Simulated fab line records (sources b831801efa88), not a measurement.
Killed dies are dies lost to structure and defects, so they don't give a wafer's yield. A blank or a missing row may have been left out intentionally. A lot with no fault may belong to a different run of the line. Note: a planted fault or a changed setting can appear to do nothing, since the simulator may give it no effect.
Struck lot and sound lot, side by side ; flow sky130 ; 16 out of 708 route steps
Sound: wafers L649.2, L649.4, L649.6. Struck: wafers L657.1, L657.4, L657.6. The cause is named last.
At each step with rows: each side's tool, then ch and its chambers, then its first start. Under that, the readings that differ: sound wafers ; struck wafers ; difference of the means ; sigmas: that difference in standard deviations of wafers without a fault.
alike: readings with means less than 2 such deviations apart, plus words and numbers identical on both sides. not compared: withheld readings, readings lacking a value on some wafer, bounds such as >300 that could conceal the same value, and numbers that have no deviation in the record and whose values overlap.
The two part at a step that has a row with sigmas, a row that says differs or no value, or rows on one side only. When numbers do not overlap yet have no deviation, they are printed without sigmas and do not part them. A reading missing from all wafers of one side parts the sides only when that side holds two or more wafers.

SKY_GATE_OXIDE_TW_MEAS_14:
  sound: film metro-03 at day 15 20:07; struck: film metro-03 at day 18 15:00
  alike: GATE_OXIDE_TW
then, 3 steps without rows for these wafers: SKY_GATE_OXIDE_CLEAN_15 (cleans in SC1/SC2, time 150 s); SKY_GATE_OXIDE_OXIDATION_16 (stabilise 600 s, purge 300 s, target thk 3.57 nm); SKY_POLY_GATE_CVD_00 (deposits poly-Si, target thk 180 nm, time 720 s).
SKY_POLY_GATE_THK_MEAS_01:
  sound: film metro-01 at day 15 23:13; struck: film metro-02 at day 18 17:51
reading;sound;struck;difference;sigmas
POLY_GATE_CVD_00_THK (nm);182.4 178.1 180.3;178.0 177.6 175.9;-3.1;-2
then, 7 steps without rows for these wafers: SKY_RES_PROTECT_DEHYDRATE_00 (time 60 s); SKY_RES_PROTECT_HMDS_01 (prime time 60 s); SKY_RES_PROTECT_COAT_02 (resist thk 1140 nm); SKY_RES_PROTECT_SOFTBAKE_03 (time 60 s); SKY_RES_PROTECT_EXPOSE_04 (exposes mask RPM, target cd 1270 nm); SKY_RES_PROTECT_PEB_05; SKY_RES_PROTECT_DEVELOP_06 (develop time 60 s).
SKY_POLY_GATE_IMPLANT_02:
  sound on implanter-04 ch 0, day 17 04:28; struck on implanter-03 ch 0, day 20 00:29
  alike: beam on s
SKY_RES_PROTECT_STRIP_07: strips in O2/N2.
  sound on plasma asher-02 ch 0, day 17 04:35; struck on plasma asher-01 ch 0,1, day 20 00:38
reading;sound;struck;difference;sigmas
oes product au (a.u.);0.517 0.515 0.514;0.497 0.501 0.503;-0.015;-3
strip time to endpoint s (s);23.28 23.33 23.30;24.77 24.77 24.75;+1.46;+32
  alike: drypump motor current A
  not compared: rf hours counter h
SKY_RES_PROTECT_TW_MEAS_08:
  sound: film metro-04 at day 17 04:41; struck: film metro-01 at day 20 00:44
  alike: POLY_GATE_TW
-- the record jumps here: 29 days lie between the struck wafers' starts before and after (it left off in module RES_PROTECT and takes up again in module PAD_OPEN, whose first step shown is number 708 of the route) --
SKY_PAD_OPEN_PROBE_99:
  sound: prober-01 at day 47 06:29; struck: prober-01 at day 48 21:49
reading;sound;struck;difference;sigmas
killed open;33 37 33;58 55 55;+22;+3
model.etest.res poly.line ohm um;494.6 513.5 482.9;442.6 409.2 449.6;-63.2;
model.etest.licon poly.rc ohm;151.5 151.3 147.1;116.5 119.2 120.7;-31.2;
model.etest.res poly.rs ohm sq;46.88 47.94 47.3;39.32 39.69 39.65;-7.82;
  alike: killed_at_M0_to_M3, killed_at_M4_up, killed at contacts, killed at front end, killed at other, killed dies, killed short

WHERE THEY PART
First at SKY_POLY_GATE_THK_MEAS_01; last, within this record, at SKY_PAD_OPEN_PROBE_99.

WHY: what the simulator had put in
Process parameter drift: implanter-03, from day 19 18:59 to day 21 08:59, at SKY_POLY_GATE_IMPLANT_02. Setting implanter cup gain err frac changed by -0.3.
